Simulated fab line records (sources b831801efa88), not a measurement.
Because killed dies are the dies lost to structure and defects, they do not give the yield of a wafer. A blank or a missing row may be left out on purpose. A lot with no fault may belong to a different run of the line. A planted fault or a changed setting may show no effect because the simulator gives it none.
Which tool was responsible? || flow sky130 || at 1 step of a route of 708, 7 lots with 21 wafers sampled

WHAT THE GAUGES READ, wafer by wafer
SKY_PWDE_OVL_MEAS_07.
{"lot": "L317", "measured": "day 4 03:40", "on": "overlay-02", "PWDE_OVL (nm)": "0.3 3.2 2.7"}
{"lot": "L319", "measured": "day 4 14:17", "on": "overlay-02", "PWDE_OVL (nm)": "1.6 1.8 1.4"}
{"lot": "L329", "measured": "day 6 21:52", "on": "overlay-01", "PWDE_OVL (nm)": "2.1 1.9 0.7"}
{"lot": "L331", "measured": "day 7 07:26", "on": "overlay-02", "PWDE_OVL (nm)": "-0.7 -0.1 0.9"}
{"lot": "L333", "measured": "day 7 20:50", "on": "overlay-02", "PWDE_OVL (nm)": "2.3 2.3 3.6"}
{"lot": "L335", "measured": "day 8 08:17", "on": "overlay-02", "PWDE_OVL (nm)": "1.3 3.7 0.9"}
{"lot": "L337", "measured": "day 8 19:26", "on": "overlay-02", "PWDE_OVL (nm)": "4.2 4.8 3.7"}

TOOL THAT RAN EACH LOT (tool first, then ch and the chambers of the sampled wafers, then the start)
The record shows no process step preceding these readings.

THE ANSWER, worked out from the rows above alone
Rule: what is usual is taken from the lots themselves. The widest of any qualifying gaps counts: lots, ordered by their means at a reading, are off when they make up no more than a third of the lots, leave a main group of 4 or more, and stand apart from it by 3 or more times the standard deviation of that group's means. A main group is skipped when, at the precision printed for the reading in the tables above, its means are all equal. Also off: a lot with no number at a reading for which 4 or more lots have one. Any other lot the step has rows for is counted as sound.
No lot is off on any of the readings shown, so nothing can be concluded from this.

WHAT WAS PUT IN BY THE SIMULATOR
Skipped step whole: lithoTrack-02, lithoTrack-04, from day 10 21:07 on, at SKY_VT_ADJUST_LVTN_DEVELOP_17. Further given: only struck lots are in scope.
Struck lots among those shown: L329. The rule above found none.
